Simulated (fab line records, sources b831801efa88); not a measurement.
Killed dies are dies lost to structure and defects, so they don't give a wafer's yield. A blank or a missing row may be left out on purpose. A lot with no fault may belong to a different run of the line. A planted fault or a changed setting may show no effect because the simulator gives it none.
Code-filled problem report in 8D (eight disciplines) form || flow sfq-line || the parts of the form that need people (team, actions taken, sign-off) are left out

== 1. WHAT WENT WRONG ==
oes-product-au at SFQ_TRILAYER_R5_ETCH_METAL_ETCH_139 reads a mean of 0.764 a.u. on 4 wafers of 3 lots; wafers without a fault read 0.991 a.u. with a standard deviation of 0.0054. Measured from the usual mean, that is -42 standard deviations.
The step: etches the open film in Cl2, stops on SiO2, target depth 60 nm, time 40 s.
First seen on wafer L840.2, day 73 13:48, on rie-metal-02. The record has a number at this step for 45 wafers belonging to 15 lots. Rule for "out" (also "out of limits"): further than 4 standard deviations from the usual mean. The other wafers with a number count as sound.

== 2. WHAT IT IS, WHAT IT ISN'T ==
{"question": "which readings at this step", "is": "oes-product-au", "is not": "drypump-motor-current-A"}
{"question": "which lots", "is": "L840, L841, L846", "is not": "L827, L829, L830, L832, L833, L834, L835, L836, L838, L839, L843, L848"}
{"question": "which wafers of those lots", "is": "L840.2, L841.2, L846.2, L846.4", "is not": "L840.1, L840.6, L841.1, L841.6, L846.6"}
{"question": "read on which tools", "is": "rie-metal-02", "is not": "rie-metal-03, rie-metal-04"}
{"question": "when", "is": "from day 73 13:48", "is not": "up to then (32 sound wafers); but 9 sound wafers of L841, L843, L846, L848 came after"}

== 3. SUSPECTS, AND WHAT RULES EACH OUT ==
Counting: any tool at a process step up to the reading remains a suspect provided it ran every lot that is out. Sound lots after the first of them don't rule it out here, since some wafers of a struck lot are sound.
- rie-metal-02 at SFQ_TRILAYER_R5_ETCH_METAL_ETCH_139 (etches the open film in Cl2, stops on SiO2, target depth 60 nm, time 40 s): kept. Ran every lot that is out, first one L840 (day 73 13:48); last sound lot up to then L838 (day 73 07:48). On those wafers its own readings are out: oes-product-au.
Remaining after the count: rie-metal-02 at SFQ_TRILAYER_R5_ETCH_METAL_ETCH_139.

== 4. THE CAUSE (what the simulator had put in) ==
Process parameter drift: rie-metal-02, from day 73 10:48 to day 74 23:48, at SFQ_TRILAYER_R5_ETCH_METAL_ETCH_139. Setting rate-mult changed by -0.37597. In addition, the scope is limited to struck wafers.
Only this tool survived the counting.

== 5. THE CHAIN OF EFFECTS, in route order ==
One row per reading whose mean, taken over the struck wafers that have a number, lies over 3 standard deviations from the usual. Only readings whose record carries a usual standard deviation are examined. hours: median over the lots of the time between each lot's start at the first step of this table that gives one and its start at this step. sigmas: the change, counted in usual standard deviations.
{"hours": 0, "step": "SFQ_TRILAYER_R5_ETCH_METAL_ETCH_139", "reading": "oes-product-au", "usual": "0.991 a.u.", "on struck wafers": 0.764, "change": -0.227, "sigmas": -42}
Its process steps:
- SFQ_TRILAYER_R5_ETCH_METAL_ETCH_139: etches the open film in Cl2, stops on SiO2, target depth 60 nm, time 40 s.

== 6. WHAT WOULD HAVE CAUGHT IT SOONER ==
In this record no reading fell out of limits until day 73 13:48, 3 hours after the fault had begun at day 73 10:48.
